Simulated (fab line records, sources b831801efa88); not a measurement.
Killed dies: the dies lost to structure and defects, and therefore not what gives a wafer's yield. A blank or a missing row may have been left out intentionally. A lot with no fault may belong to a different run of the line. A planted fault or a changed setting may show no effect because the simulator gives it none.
Matching of chambers | flow gf180mcu | GF_V3_CMP_26 on cmp-02 has 4 sister chambers
The step polishes, stops on SiO2, t overpolish 15 s, target thk 0 nm. 8 wafers are shown with their chamber, then 7 later ones without.

== EACH WAFER AND ITS CHAMBER ==
wafer  | chamber | motor current A (A) | time to endpoint s (s)
L855.4 | 3       | 11.5                | 91
L856.1 | 2       | 9.3                 | 87
L863.3 | 2       | 10.7                | 86
L863.6 | 3       | 11.6                | 86
L864.4 | 0       | 10.6                | 87
L864.5 | 1       | 11.1                | 87
L868.1 | 0       | 11.0                | 82
L868.2 | 1       | 11.1                | 82

== WAFERS WHOSE CHAMBER IS MISSING ==
wafer  | motor current A (A) | time to endpoint s (s)
L868.5 | 11.4                | 89
L869.1 | 10.5                | 81
L869.4 | 11.5                | 83
L869.6 | 10.1                | 82
L872.2 | 10.2                | 85
L872.3 | 9.8                 | 80
L872.6 | 11.3                | 86

== EACH ONE'S CHAMBER ==
wafer  | from the rows above               | in truth
L868.5 | can't be placed: 3 or 1 or 0      | 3
L869.1 | can't be placed: 0 or 1 or 2 or 3 | 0
L869.4 | can't be placed: 1 or 0 or 3      | 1
L869.6 | can't be placed: 2 or 0 or 1      | 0
L872.2 | can't be placed: 2 or 0 or 1      | 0
L872.3 | can't be placed: 2 or 0 or 1      | 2
L872.6 | can't be placed: 1 or 3 or 0 or 2 | 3
Correctly placed: 0 of 7. From these rows, 7 cannot be placed; in 7 the true chamber is one of the candidates. Wrongly placed: 0.
How it was worked out, from the rows above alone: a wafer's distance from a chamber is the root of the sum, over the readings, of the square of ((its reading less the chamber's mean) divided by the reading's scatter). The wafer belongs to the nearest chamber; if the next one is less than 2 further off, it can't be placed. A chamber's mean is the mean of its shown wafers. How the scatter is found: for the shown wafers, subtract from each reading the mean of its chamber, square and add these, divide the total by (wafers less chambers), then take the root.
